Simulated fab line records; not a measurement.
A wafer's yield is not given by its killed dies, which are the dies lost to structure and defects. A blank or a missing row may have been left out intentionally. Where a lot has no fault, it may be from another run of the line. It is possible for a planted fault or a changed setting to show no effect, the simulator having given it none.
fab line records	flow sky130
record: lots: 6	wafers: 18	last_day: 48
route steps=708 shown CAP2M@608 METAL4@621 VIA4@639 PAD_OPEN@708
lots untouched by any fault: they come from a run of this same line in which no faults occurred
start_h: hours from the record's first day to the start of the lot's first wafer shown	wait_h: hours elapsed since this lot's preceding step	" same as the row above	L1.1+2: a single row standing in for several wafers	- no value, or no start was given	* or withheld: withheld	< > ~ a bound
route shown NAME@n: a module of which the file shows steps, and the number in the route of the first	usual: the fault-free wafers' mean and standard deviation	same: alike in all rows	chamber/n: place in a boat	sites: the reading at each site	_std_site: the values' standard deviation	_edge_site: outer sites' mean less inner sites'	radius_mm: for every site, how far away it sits from the centre of the wafer	mask NAME#n: copy n	behind: the tool/chamber that last shaped the wafer	hold: what put the lot on hold/how long, in hours/how the hold closed	device: which transistor (n, p or np) failed to switch	end of line: tests of these same wafers at the route's end	a step given without rows: its recipe and nothing more	killed: dies that structure and defects cost at the first sort, which is not the same as the wafer's yield	map: dies across one wafer; x = killed, . = not, _ = none there
set.NAME: the setting that was run; set.NAME@STEP: the one run at that earlier step	model.NAME: the simulator's own value behind a step, which no gauge read
a table for each step, a row for each wafer; lots at some steps of the route
services: the hour from which a tool's chamber was out of use, counted from the record's first day as start_h (under 0 if before that day), plus the number of hours and why
== steps ==
step: SKY_CAP2M_DEHYDRATE_05
recipe: temp_c: 200	time_s: 60
step: SKY_CAP2M_HMDS_06
recipe: prime_time_s: 60	prime_temp_c: 120
step: SKY_CAP2M_COAT_07
recipe: resist: NOVOLAK	spin_rpm: 3000	resist_thk_nm: 1140
step: SKY_CAP2M_SOFTBAKE_08
recipe: temp_c: 90	time_s: 60	resist: NOVOLAK
step: SKY_CAP2M_EXPOSE_09
recipe: mask_id: CAP2M	na: 0.6	source_shape: conventional	sigma_outer: 0.6	polarization: unpolarized	target_cd_nm: 1000	dose_mj: 159
step: SKY_CAP2M_PEB_10
recipe: temp_c: withheld	time_s: *	resist: NOVOLAK
step: SKY_CAP2M_DEVELOP_11
recipe: resist: NOVOLAK	developer: TMAH	develop_time_s: 60	dev_temp_c: 23
step: SKY_CAP2M_OVL_MEAS_12
usual: CAP2M_OVL: 0.6/1.3
lot.wafer	tool	chamber	start_h	wait_h	CAP2M_OVL[nm]
L557.1	overlay-02	-	967.94	0.1	-0.5
L557.3	"	-	"	"	-0.4
L557.5	"	-	"	"	-1.4
L562.2	overlay-01	-	1015.05	0.1	-0.2
L562.3	"	-	"	"	-1.2
L562.4	"	-	"	"	0.1
L564.2	overlay-02	-	1016.19	0.1	-1.5
L564.4	"	-	"	"	-1.4
L564.6	"	-	"	"	-1.1
L565.2	overlay-01	-	1018.39	0.1	-1.9
L565.3	"	-	"	"	-0.4
L565.5	"	-	"	"	-0.8
L566.2	overlay-01	-	1028.50	0.1	2.3
L566.3	"	-	"	"	2.7
L566.6	"	-	"	"	1.7
L569.2	overlay-01	-	1047.75	0.1	0.5
L569.3	"	-	"	"	1.1
L569.5	"	-	"	"	0.1
step: SKY_CAP2M_METAL_ETCH_13
recipe: target_depth_nm: 220	stop_on: SiO2	chemistry: Cl2/BCl3	target: TiN	pressure_mtorr: 10	icp_w: 900	bias_w: 48.5	Cl2_flow_sccm: 60	bcl3_flow_sccm: 30	time_s: 62.9
usual: drypump_motor_current_A: 5.8/0.42	oes_product_au: 0.939/0.0066	throttle_valve_pct: 21.902/0.0086
lot.wafer	tool	chamber	start_h	wait_h	drypump_motor_current_A	oes_product_au	rf_hours_counter_h	throttle_valve_pct
L557.1	rie_metal-01	1	967.98	0.0	6.5	0.933	10	21.902
L557.3	"	0	"	"	6.1	0.935	-	21.896
L557.5	"	1	"	"	6.5	0.935	-	21.897
L562.2	rie_metal-03	0	1015.08	0.0	5.8	0.937	5	21.912
L562.3	"	1	"	"	5.1	0.942	-	21.890
L562.4	"	0	"	"	5.8	0.942	-	21.912
L564.2	rie_metal-04	1	1016.22	0.0	5.8	0.946	6	21.886
L564.4	"	1	"	"	5.8	0.933	-	21.909
L564.6	"	0	"	"	5.9	0.947	-	21.897
L565.2	rie_metal-04	0	1018.42	0.0	5.9	0.942	17	21.895
L565.3	"	1	"	"	5.8	0.942	-	21.907
L565.5	"	1	"	"	5.8	0.943	-	21.889
L566.2	rie_metal-01	1	1028.53	0.0	6.5	0.932	13	21.885
L566.3	"	1	"	"	6.6	0.931	-	21.912
L566.6	"	0	"	"	6.1	0.924	-	21.886
L569.2	rie_metal-01	0	1047.78	0.0	6.1	0.946	6	21.897
L569.3	"	1	"	"	6.6	0.938	-	21.911
L569.5	"	0	"	"	6.1	0.939	-	21.902
step: SKY_CAP2M_STRIP_14
recipe: chemistry: O2/N2	power_w: 1400	pressure_mtorr: 1500	platen_temp_c: withheld	o2_flow_sccm: 3000	n2_flow_sccm: 300	overash_fraction: 0.5
usual: drypump_motor_current_A: 5.7/0.41	oes_product_au: 0.710/0.0044	strip_time_to_endpoint_s: 12.66/0.038
lot.wafer	tool	chamber	start_h	wait_h	drypump_motor_current_A	oes_product_au	rf_hours_counter_h	strip_time_to_endpoint_s
L557.1	plasma_asher-03	1	968.05	0.1	5.2	0.711	112	12.70
L557.3	"	1	"	"	5.2	0.711	-	12.67
L557.5	"	1	"	"	5.2	0.708	-	12.74
L562.2	plasma_asher-03	0	1015.15	0.1	5.3	0.700	117	12.65
L562.3	"	1	"	"	5.2	0.713	-	12.63
L562.4	"	0	"	"	5.3	0.713	-	12.62
L564.2	plasma_asher-02	1	1016.30	0.1	6.4	0.711	29	12.62
L564.4	"	1	"	"	6.4	0.707	-	12.60
L564.6	"	1	"	"	6.4	0.706	-	12.65
L565.2	plasma_asher-03	0	1018.50	0.1	5.3	0.706	117	12.62
L565.3	"	1	"	"	5.2	0.711	-	12.61
L565.5	"	0	"	"	5.3	0.717	-	12.64
L566.2	plasma_asher-02	0	1028.60	0.1	5.6	0.713	30	12.71
L566.3	"	0	"	"	5.6	0.711	-	12.67
L566.6	"	1	"	"	6.4	0.708	-	12.66
L569.2	plasma_asher-02	0	1047.86	0.1	5.6	0.710	32	12.67
L569.3	"	1	"	"	6.4	0.710	-	12.66
L569.5	"	1	"	"	6.4	0.705	-	12.67
step: SKY_CAP2M_STRIP_15
recipe: chemistry: post_etch_residue_remover	time_s: 1200	temp_c: 72.5
step: SKY_CAP2M_CLEAN_16
recipe: chemistry: IPA	time_s: 180	temp_c: 25
step: SKY_CAP2M_CLEAN_17
recipe: chemistry: O3/DIW	dry: n2_spin
lot.wafer	tool	chamber	start_h	wait_h
L557.1+3+5	wet_bench-03	0	968.58	0.0
L562.2+3+4	wet_bench-02	3	1015.68	0.0
L564.2+4+6	wet_bench-04	3	1016.83	0.0
L565.2+3+5	wet_bench-03	3	1019.00	0.0
L566.2+3+6	wet_bench-04	2	1029.11	0.0
L569.2+3+5	wet_bench-04	2	1048.40	0.0
step: SKY_METAL4_DEHYDRATE_05
recipe: temp_c: 200	time_s: 60
step: SKY_METAL4_HMDS_06
recipe: prime_time_s: 60	prime_temp_c: 120
step: SKY_METAL4_COAT_07
recipe: resist: BARC	temp_c: withheld	time_s: withheld	spin_rpm: 3000	resist_thk_nm: 60
step: SKY_METAL4_COAT_08
recipe: resist: KrF-thick	spin_rpm: 3000	resist_thk_nm: 1140
step: SKY_METAL4_SOFTBAKE_09
recipe: temp_c: 100	time_s: 90	resist: KrF-thick
step: SKY_METAL4_EXPOSE_10
recipe: mask_id: MM4	na: 0.68	source_shape: annular	sigma_inner: 0.4	sigma_outer: 0.8	target_cd_nm: 300	dose_mj: 28
step: SKY_METAL4_PEB_11
recipe: peb_temp_c: withheld	peb_time_s: withheld	resist: KrF-thick
step: SKY_METAL4_DEVELOP_12
recipe: develop_time_s: 60	resist: KrF-thick	dev_temp_c: 21
step: SKY_METAL4_CD_MEAS_13
recipe: target_cd_nm: 300
usual: cd_nm: 300.0/1.1
lot.wafer	tool	chamber	start_h	wait_h	cd_nm
L557.1	cd_sem-02	-	992.20	-	302.7
L557.3	"	-	"	"	302.0
L557.5	"	-	"	"	301.2
L562.2	cd_sem-01	-	1038.51	-	300.2
L562.3	"	-	"	"	299.9
L562.4	"	-	"	"	300.8
L564.2	cd_sem-01	-	1039.37	-	299.7
L564.4	"	-	"	"	299.4
L564.6	"	-	"	"	299.9
L565.2	cd_sem-02	-	1041.71	-	300.2
L565.3	"	-	"	"	298.9
L565.5	"	-	"	"	300.1
L566.2	cd_sem-01	-	1051.82	-	299.7
L566.3	"	-	"	"	298.2
L566.6	"	-	"	"	298.9
L569.2	cd_sem-01	-	1070.57	-	300.1
L569.3	"	-	"	"	300.6
L569.5	"	-	"	"	300.9
step: SKY_METAL4_OVL_MEAS_14
usual: METAL4_OVL: 1/5.1
lot.wafer	tool	chamber	start_h	wait_h	METAL4_OVL[nm]
L557.1	overlay-01	-	992.32	0.1	1
L557.3	"	-	"	"	2
L557.5	"	-	"	"	2
L562.2	overlay-02	-	1038.62	0.1	4
L562.3	"	-	"	"	1
L562.4	"	-	"	"	-3
L564.2	overlay-02	-	1039.47	0.1	1
L564.4	"	-	"	"	2
L564.6	"	-	"	"	8
L565.2	overlay-01	-	1041.82	0.1	-5
L565.3	"	-	"	"	-4
L565.5	"	-	"	"	-6
L566.2	overlay-01	-	1051.92	0.1	-6
L566.3	"	-	"	"	-5
L566.6	"	-	"	"	3
L569.2	overlay-02	-	1070.67	0.1	-1
L569.3	"	-	"	"	-9
L569.5	"	-	"	"	-2
step: SKY_METAL4_DESCUM_15
recipe: chemistry: O2	source_power_w: 150	bias_power_w: 0	pressure_mtorr: 10	temp_c: 40	time_s: 8
step: SKY_METAL4_ETCH_16
recipe: chemistry: N2/H2	target: BARC	ion_energy_ev: 200	bias_w: 100	pressure_mtorr: 30	n2_flow_sccm: 100	h2_flow_sccm: 200	icp_w: 500	stop_on: SiO2	time_s: 88.2	target_depth_a: 600
step: SKY_METAL4_ETCH_17
recipe: target: SiO2	stop_on: TiN	chemistry: C4F8/O2/Ar	source_w: 1500	bias_w: 1200	pressure_mtorr: 40	c4f8_flow_sccm: withheld	O2_flow_sccm: 6	Ar_flow_sccm: 300	time_s: 3.9	target_depth_a: 150
usual: oes_product_au: 0.754/0.0068
lot.wafer	tool	chamber	start_h	wait_h	oes_product_au	rf_hours_counter_h
L557.1	rie_diel-01	1	992.48	0.1	0.750	10
L557.3	"	3	"	"	0.759	4
L557.5	"	1	"	"	0.755	-
L562.2	rie_diel-02	0	1038.78	0.1	0.738	7
L562.3	"	3	"	"	0.751	14
L562.4	"	2	"	"	0.751	16
L564.2	rie_diel-01	3	1039.63	0.1	0.765	5
L564.4	"	1	"	"	0.763	12
L564.6	"	0	"	"	0.763	-
L565.2	rie_diel-03	0	1041.98	0.1	0.745	18
L565.3	"	1	"	"	0.753	14
L565.5	"	0	"	"	0.758	-
L566.2	rie_diel-02	3	1052.08	0.1	0.768	14
L566.3	"	1	"	"	0.754	5
L566.6	"	3	"	"	0.761	-
L569.2	rie_diel-01	2	1070.83	0.1	0.749	14
L569.3	"	3	"	"	0.745	6
L569.5	"	3	"	"	0.744	-
step: SKY_METAL4_METAL_ETCH_18
recipe: target_depth_a: 8450	stop_on: SiO2	over_etch_frac: 0.3	time_s: 183.1	chemistry: Cl2/BCl3	resist_sidewall_deg: 88	pressure_mtorr: 10	icp_w: 900	bias_w: 48.5	Cl2_flow_sccm: 60	bcl3_flow_sccm: 30
step: SKY_METAL4_STRIP_19
recipe: chemistry: O2/N2	power_w: 1400	pressure_mtorr: 1500	platen_temp_c: withheld	o2_flow_sccm: 3000	n2_flow_sccm: 300	overash_fraction: 0.5
usual: drypump_motor_current_A: 5.7/0.44	oes_product_au: 0.502/0.0049	strip_time_to_endpoint_s: 6.53/0.057
lot.wafer	tool	chamber	start_h	wait_h	drypump_motor_current_A	oes_product_au	rf_hours_counter_h	strip_time_to_endpoint_s
L557.1	plasma_asher-03	1	992.68	0.1	5.2	0.497	114	6.53
L557.3	"	0	"	"	5.3	0.501	-	6.49
L557.5	"	1	"	"	5.2	0.510	-	6.49
L562.2	plasma_asher-01	0	1038.97	0.1	6.1	0.499	57	6.57
L562.3	"	0	"	"	6.2	0.504	-	6.49
L562.4	"	1	"	"	5.9	0.507	-	6.58
L564.2	plasma_asher-02	1	1039.83	0.1	6.4	0.502	31	6.57
L564.4	"	1	"	"	6.4	0.507	-	6.57
L564.6	"	0	"	"	5.7	0.504	-	6.58
L565.2	plasma_asher-01	1	1042.17	0.1	5.9	0.511	58	6.59
L565.3	"	1	"	"	5.9	0.501	-	6.57
L565.5	"	0	"	"	6.1	0.500	-	6.58
L566.2	plasma_asher-02	1	1052.28	0.1	6.4	0.503	32	6.63
L566.3	"	1	"	"	6.4	0.504	-	6.53
L566.6	"	0	"	"	5.6	0.502	-	6.59
L569.2	plasma_asher-02	1	1071.03	0.1	6.4	0.507	34	6.62
L569.3	"	1	"	"	6.4	0.508	-	6.59
L569.5	"	0	"	"	5.6	0.496	-	6.55
step: SKY_METAL4_STRIP_20
recipe: chemistry: post_etch_residue_remover	time_s: 1200	temp_c: 72.5
step: SKY_METAL4_CLEAN_21
recipe: chemistry: IPA	time_s: 180	temp_c: 25
step: SKY_METAL4_CLEAN_22
recipe: chemistry: O3/DIW	dry: n2_spin
step: SKY_VIA4_HDPCVD_00
recipe: material: SiO2	target_thk_nm: 1750	sigma_open_frac: 0.3	time_s: 291.7	temp_c: 400	sih4_flow_sccm: 60	pressure_mtorr: 6
step: SKY_VIA4_THK_MEAS_01
recipe: reads: SiO2_of_VIA4_HDPCVD_00
usual: VIA4_HDPCVD_THK: 1750/16
lot.wafer	tool	chamber	start_h	wait_h	VIA4_HDPCVD_THK[nm]
L557.1	film_metro-03	-	993.49	0.1	1724
L557.3	"	-	"	"	1727
L557.5	"	-	"	"	1742
L562.2	film_metro-03	-	1039.76	0.1	1763
L562.3	"	-	"	"	1737
L562.4	"	-	"	"	1739
L564.2	film_metro-04	-	1040.64	0.1	1734
L564.4	"	-	"	"	1728
L564.6	"	-	"	"	1745
L565.2	film_metro-01	-	1042.95	0.1	1745
L565.3	"	-	"	"	1737
L565.5	"	-	"	"	1754
L566.2	film_metro-03	-	1053.40	0.1	1770
L566.3	"	-	"	"	1752
L566.6	"	-	"	"	1776
L569.2	film_metro-04	-	1071.86	0.1	1746
L569.3	"	-	"	"	1751
L569.5	"	-	"	"	1755
step: SKY_VIA4_CMP_02
recipe: material: SiO2	down_force_psi: 4	platen_rpm: 60	pad_velocity_m_s: 0.94248
usual: motor_current_A: 12.0/1
lot.wafer	tool	chamber	start_h	wait_h	motor_current_A
L557.3	cmp-01	3	993.61	0.1	12.2
L557.1	"	1	"	"	11.5
L557.5	"	3	"	"	13.0
L562.2	cmp-02	3	1039.81	0.0	11.5
L562.4	"	0	"	"	11.4
L562.3	"	2	"	"	10.3
L564.4	cmp-02	1	1040.69	0.0	13.7
L564.2	"	3	"	"	11.2
L564.6	"	1	"	"	14.4
L565.2	cmp-01	1	1043.10	0.1	10.9
L565.3	"	2	"	"	12.3
L565.5	"	0	"	"	13.0
L566.3	cmp-01	1	1053.45	0.0	10.8
L566.2	"	2	"	"	11.9
L566.6	"	1	"	"	10.9
L569.3	cmp-02	3	1071.91	0.0	10.5
L569.2	"	2	"	"	11.1
L569.5	"	0	"	"	11.1
step: SKY_VIA4_BOW_MEAS_03
recipe: mode: bow
usual: VIA4_BOW: 80/8.3
lot.wafer	tool	chamber	start_h	wait_h	VIA4_BOW[um]
L557.1	film_metro-01	-	993.86	0.1	75
L557.3	"	-	"	"	73
L557.5	"	-	"	"	66
L562.2	film_metro-01	-	1040.13	0.3	84
L562.3	"	-	"	"	88
L562.4	"	-	"	"	76
L564.2	film_metro-04	-	1041.01	0.2	80
L564.4	"	-	"	"	86
L564.6	"	-	"	"	66
L565.2	film_metro-04	-	1043.32	0.2	88
L565.3	"	-	"	"	74
L565.5	"	-	"	"	85
L566.2	film_metro-01	-	1053.77	0.2	77
L566.3	"	-	"	"	76
L566.6	"	-	"	"	79
L569.2	film_metro-01	-	1072.23	0.1	86
L569.3	"	-	"	"	82
L569.5	"	-	"	"	78
step: SKY_VIA4_DEHYDRATE_04
recipe: temp_c: 200	time_s: 60
step: SKY_VIA4_HMDS_05
recipe: prime_time_s: 60	prime_temp_c: 120
step: SKY_VIA4_COAT_06
recipe: resist: NOVOLAK	spin_rpm: 3000	resist_thk_nm: 1140
step: SKY_VIA4_SOFTBAKE_07
recipe: temp_c: 90	time_s: 60	resist: NOVOLAK
step: SKY_VIA4_EXPOSE_08
recipe: mask_id: VIM4	na: 0.6	source_shape: conventional	sigma_outer: 0.6	polarization: unpolarized	target_cd_nm: 800	dose_mj: 132
step: SKY_VIA4_PEB_09
recipe: temp_c: withheld	time_s: *	resist: NOVOLAK
step: SKY_VIA4_DEVELOP_10
recipe: resist: NOVOLAK	developer: TMAH	develop_time_s: 60	dev_temp_c: 23
step: SKY_PAD_OPEN_PROBE_99
usual: defect_limited_yield: 82.2/2.1	killed_at_M0_to_M3: 43/8	killed_at_M4_up: 2.9/1.6	killed_at_contacts: 26/5.2	killed_at_front_end: 15/4.3	killed_at_other: 0.3/0.56	killed_dies: 87/10	killed_open: 48/6.9	killed_short: 40/6.5	sort_bin_3_pad_short: 0.9/0.36	sort_bin_5_function: 10.5/1.5	sort_bin_6_memory: 6.4/1.3	sort_n_pass: 405/10	sort_yield_pct: 82.2/2.1
same: gross_dies: 492	killed_at_back_side: 0	sort_bin_4_leakage[%]: 0	sort_bin_8_speed[%]: 0
lot.wafer	tool	chamber	start_h	wait_h	defect_limited_yield[%]	killed_at_M0_to_M3	killed_at_M4_up	killed_at_contacts	killed_at_front_end	killed_at_other	killed_dies	killed_open	killed_short	sort_bin_3_pad_short[%]	sort_bin_5_function[%]	sort_bin_6_memory[%]	sort_n_pass	sort_yield_pct[%]	model.etest.tester.sort_n_pass	model.etest.tester.sort_yield_pct	model.etest.tester.sort_bin_5_pct	model.etest.tester.sort_bin_3_pct
L557.1	prober-02	-	1087.50	0.1	80.9	51	1	29	12	1	94	63	31	1.0	11.2	6.9	398	80.9	398	80.89	11.18	1.016
L557.3	prober-02	-	1087.60	0.2	85.0	35	1	21	17	0	74	32	42	0.6	9.3	5.1	418	85.0	418	84.96	9.35	0.6098
L557.5	prober-02	-	1087.70	0.2	77.8	58	3	34	14	0	109	68	41	0.8	12.4	8.9	383	77.8	383	77.85	12.4	0.813
L562.2	prober-02	-	1127.16	0.1	81.9	40	1	24	24	0	89	47	42	1.6	10.4	6.1	403	81.9	403	81.91	10.37	1.626
L562.3	prober-02	-	1127.21	0.2	79.5	40	4	32	25	0	101	57	44	0.8	11.4	8.3	391	79.5	391	79.47	11.38	0.813
L562.4	prober-02	-	1127.26	0.2	80.3	45	2	24	25	1	97	51	46	1.4	11.6	6.7	395	80.3	395	80.28	11.59	1.423
L564.2	prober-02	-	1128.66	0.1	80.9	52	1	24	16	1	94	53	41	1.2	11.2	6.7	398	80.9	398	80.89	11.18	1.22
L564.4	prober-02	-	1128.76	0.2	81.1	49	5	24	15	0	93	51	42	1.2	11.2	6.5	399	81.1	399	81.1	11.18	1.22
L564.6	prober-02	-	1128.86	0.2	82.7	51	2	14	17	1	85	51	34	0.4	8.5	8.3	407	82.7	407	82.72	8.537	0.4065
L565.2	prober-01	-	1129.76	0.1	84.6	33	5	25	13	0	76	45	31	0.4	9.1	5.9	416	84.6	416	84.55	9.146	0.4065
L565.3	prober-01	-	1129.81	0.2	80.1	49	2	26	21	0	98	55	43	0.8	13.0	6.1	394	80.1	394	80.08	13.01	0.813
L565.5	prober-01	-	1129.91	0.2	85.0	44	1	23	6	0	74	39	35	1.2	9.1	4.7	418	85.0	418	84.96	9.146	1.22
L566.2	prober-02	-	1140.12	0.1	75.4	44	4	37	11	25	121	50	46	2.6	15.0	6.9	371	75.4	371	75.41	15.04	2.642
L566.3	prober-02	-	1140.17	0.2	77.4	36	2	27	18	28	111	46	37	1.8	15.0	5.7	381	77.4	381	77.44	15.04	1.829
L566.6	prober-02	-	1140.32	0.2	77.4	40	6	22	17	26	111	38	47	1.8	12.2	8.5	381	77.4	381	77.44	12.2	1.829
L569.2	prober-02	-	1154.94	0.3	80.7	34	1	20	11	29	95	39	28	2.8	11.6	4.9	397	80.7	397	80.69	11.59	2.846
L569.3	prober-02	-	1154.99	0.3	77.8	43	2	26	14	24	109	52	33	2.0	13.0	7.1	383	77.8	383	77.85	13.01	2.033
L569.5	prober-02	-	1155.09	0.4	82.9	28	4	20	8	24	84	34	26	1.6	11.8	3.7	408	82.9	408	82.93	11.79	1.626
killed by level:class
L557.1 CONTACT:geometric_particle:open=15 VIA1:geometric_particle:open=10 VIA2:geometric_particle:open=9 VIA3:geometric_particle:open=8 METAL2:geometric_particle:short=7 FIELD_ISO:geometric_particle:open=6 LI_CONTACT:geometric_particle:open=6 CONTACT:geometric_particle:short=4
L557.3 CONTACT:geometric_particle:open=9 VIA1:geometric_particle:open=9 VIA1:geometric_particle:short=6 SPACER:geometric_particle:short=5 FIELD_ISO:geometric_particle:short=5 POLY_GATE:geometric_particle:short=4 LI_CONTACT:geometric_particle:open=4 CONTACT:geometric_particle:short=4
L557.5 VIA3:geometric_particle:open=14 CONTACT:geometric_particle:open=13 VIA1:geometric_particle:open=11 METAL2:geometric_particle:short=10 LI_CONTACT:geometric_particle:open=8 VIA2:geometric_particle:open=6 FIELD_ISO:geometric_particle:open=5 LOCAL_INTERCONNECT:geometric_particle:short=5
L562.2 FIELD_ISO:geometric_particle:open=12 VIA2:geometric_particle:open=7 CONTACT:geometric_particle:short=7 VIA3:geometric_particle:open=7 VIA1:geometric_particle:open=6 LI_CONTACT:geometric_particle:short=6 CONTACT:geometric_particle:open=6 VIA1:geometric_particle:short=6
L562.3 VIA1:geometric_particle:open=10 CONTACT:geometric_particle:open=10 VIA3:geometric_particle:open=9 FIELD_ISO:geometric_particle:short=7 LOCAL_INTERCONNECT:geometric_particle:short=7 VIA2:geometric_particle:open=7 POLY_GATE:geometric_particle:short=6 LI_CONTACT:geometric_particle:open=6
L562.4 VIA1:geometric_particle:open=10 VIA3:geometric_particle:open=9 FIELD_ISO:geometric_particle:short=8 VIA1:geometric_particle:short=8 CONTACT:geometric_particle:open=8 FIELD_ISO:geometric_particle:open=7 LI_CONTACT:geometric_particle:open=7 POLY_GATE:geometric_particle:short=5
L564.2 VIA1:geometric_particle:open=13 LI_CONTACT:geometric_particle:open=9 VIA2:geometric_particle:open=9 CONTACT:geometric_particle:open=7 VIA1:geometric_particle:short=7 VIA3:geometric_particle:open=7 METAL1:geometric_particle:short=6 METAL2:geometric_particle:short=5
L564.4 VIA1:geometric_particle:open=14 METAL2:geometric_particle:short=9 VIA3:geometric_particle:open=8 LI_CONTACT:geometric_particle:open=7 CONTACT:geometric_particle:open=7 CONTACT:geometric_particle:short=6 VIA1:geometric_particle:short=6 FIELD_ISO:geometric_particle:open=5
L564.6 VIA1:geometric_particle:open=17 CONTACT:geometric_particle:open=9 METAL2:geometric_particle:short=9 VIA2:geometric_particle:open=7 FIELD_ISO:geometric_particle:short=5 FIELD_ISO:geometric_particle:open=4 VIA3:geometric_particle:open=4 METAL1:geometric_particle:short=4
L565.2 CONTACT:geometric_particle:open=17 VIA1:geometric_particle:open=11 VIA1:geometric_particle:short=6 VIA3:geometric_particle:open=5 CONTACT:geometric_particle:short=4 METAL2:geometric_particle:short=4 FIELD_ISO:geometric_particle:short=3 POLY_GATE:geometric_particle:open=3
L565.3 VIA1:geometric_particle:open=16 CONTACT:geometric_particle:open=11 FIELD_ISO:geometric_particle:open=8 VIA3:geometric_particle:open=8 METAL1:geometric_particle:short=7 METAL2:geometric_particle:short=6 LI_CONTACT:geometric_particle:short=5 CONTACT:geometric_particle:short=5
L565.5 VIA1:geometric_particle:open=9 VIA3:geometric_particle:open=7 LI_CONTACT:geometric_particle:open=7 CONTACT:geometric_particle:open=7 METAL2:geometric_particle:short=7 VIA1:geometric_particle:short=6 CONTACT:geometric_particle:short=5 METAL1:geometric_particle:short=4
L566.2 CAP2M:unspecified=25 CONTACT:geometric_particle:open=12 METAL1:geometric_particle:short=8 LI_CONTACT:geometric_particle:open=7 VIA1:geometric_particle:open=7 METAL2:geometric_particle:short=7 LI_CONTACT:geometric_particle:short=6 CONTACT:geometric_particle:short=6
L566.3 CAP2M:unspecified=28 LI_CONTACT:geometric_particle:open=9 VIA1:geometric_particle:short=7 VIA1:geometric_particle:open=7 VIA2:geometric_particle:open=6 CONTACT:geometric_particle:open=6 VIA3:geometric_particle:open=5 CONTACT:geometric_particle:short=5
L566.6 CAP2M:unspecified=26 FIELD_ISO:geometric_particle:short=8 VIA1:geometric_particle:open=8 CONTACT:geometric_particle:open=7 METAL2:geometric_particle:short=7 VIA2:geometric_particle:open=5 VIA3:geometric_particle:short=5 LI_CONTACT:geometric_particle:short=4
L569.2 CAP2M:unspecified=28 LI_CONTACT:geometric_particle:open=9 VIA1:geometric_particle:open=9 CONTACT:geometric_particle:short=5 FIELD_ISO:geometric_particle:short=4 FIELD_ISO:geometric_particle:open=4 VIA1:geometric_particle:short=4 CONTACT:geometric_particle:open=4
L569.3 CAP2M:unspecified=24 VIA2:geometric_particle:open=11 VIA3:geometric_particle:open=9 LI_CONTACT:geometric_particle:open=8 VIA3:geometric_particle:short=6 LOCAL_INTERCONNECT:geometric_particle:short=5 CONTACT:geometric_particle:open=5 FIELD_ISO:geometric_particle:open=4
L569.5 CAP2M:unspecified=24 CONTACT:geometric_particle:open=6 LOCAL_INTERCONNECT:geometric_particle:short=6 LI_CONTACT:geometric_particle:open=5 VIA1:geometric_particle:open=5 METAL1:geometric_particle:short=4 VIA1:geometric_particle:short=4 VIA3:geometric_particle:open=4
map L566.2 (x killed, . not)
__________.........._________
________x..x...x....xx_______
______..x..x........x..._____
_____x.....x..x...xx.xxx.____
____..x......xx...xx..x...___
___..x......x.x..x.....x...__
__......xx.......x...x...x.._
_.x.x..........x..x...x..xxx.
_..........x.xx........x.xxxx
_xxx....x......x......xxxxxxx
_....x.xxx......x.x...x.xxxxx
_.....x.x.............x.xxxxx
_x......x......xx........xxxx
_.x...xxx.......x..x....x.x..
_.........xx.....x.....xx..x.
__........x..x......x....x.._
___.................x.....x__
____....x....xx..x....x...___
_____..............x..x..____
______..............x.x._____
________..x......x...._______
__________.....x...x_________
map L569.3 (x killed, . not)
__________......x..._________
________....x....x...._______
______......x.........x._____
_____.......x........xx.x____
____.x...xxx...x.xx...x...___
___...........x........xx..__
__x.x......x.x.xx.......xx.._
_...x...x..........xx..x...x.
_..xx..x......x..........xxx.
_......x.....x...........xxxx
_..x...x.x...x..........xxxxx
_..xx.......xx.x........xxxxx
_.x....x........x...xx...xxxx
_..x............x.........x.x
_.x............x.x.x.....xx.x
__.x....x.xx...xx..........._
___.........x...x..x.......__
____...x..x.....x.x.......___
_____..xx................____
______.xx...xx.........x_____
________.x...x........_______
__________.........x_________
== services ==
tool	chamber	start_h	hours	kind
rie_metal-01	-	954.52	0.3	repair
rie_diel-03	0	960.10	11.7	repair
rie_diel-03	3	967.53	3.3	repair
cmp-02	-	975.00	0.6	repair
rie_diel-02	-	980.00	14.6	pm
rie_diel-03	2	984.99	-	clean
plasma_asher-01	-	986.96	5.2	repair
cmp-01	-	1001.60	0.6	repair
cmp-01	-	1003.63	0.8	repair
plasma_asher-01	-	1004.01	12.9	pm
plasma_asher-02	-	1016.52	2.8	pm
rie_metal-04	-	1020.32	28.1	pm
plasma_asher-01	-	1024.75	1.3	repair
cmp-01	-	1030.64	0.8	repair
rie_metal-03	1	1034.65	12.2	repair
cmp-01	-	1053.99	0.3	repair
cmp-01	-	1054.85	2.2	repair
plasma_asher-03	-	1055.25	9.0	pm
plasma_asher-03	0	1055.25	9.0	vent_cycle
plasma_asher-03	1	1055.25	9.0	vent_cycle
rie_metal-03	0	1058.93	2.0	repair
plasma_asher-03	0	1064.25	-	clean
plasma_asher-03	1	1064.25	-	clean
rie_diel-01	2	1065.70	4.2	repair
== key ==
first_sign: step: SKY_PAD_OPEN_PROBE_99	reading: killed_at_other	direction: up	sigmas: 26	usual: 0.3	struck: 26
effect: step: SKY_PAD_OPEN_PROBE_99	reading: sort_bin_3_pad_short	direction: up	sigmas: 3.4	usual: 0.9	struck: 2.1
model_effect: step: SKY_PAD_OPEN_PROBE_99	value: etest.tester.sort_n_pass	without: 409.3	struck: 386.8
met_at SKY_CAP2M_CLEAN_17
struck_wafers L566.2,L566.3,L566.6,L569.2,L569.3,L569.5
onset_between 1016.83 1029.11
also_fits time
fault: kind: chamber_particle_source	tool: wet_bench-04	chamber: -	onset_h: 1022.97	steps: SKY_CAP2M_CLEAN_17	rate_per_visit_cm2: 0.53773	end_h: 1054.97
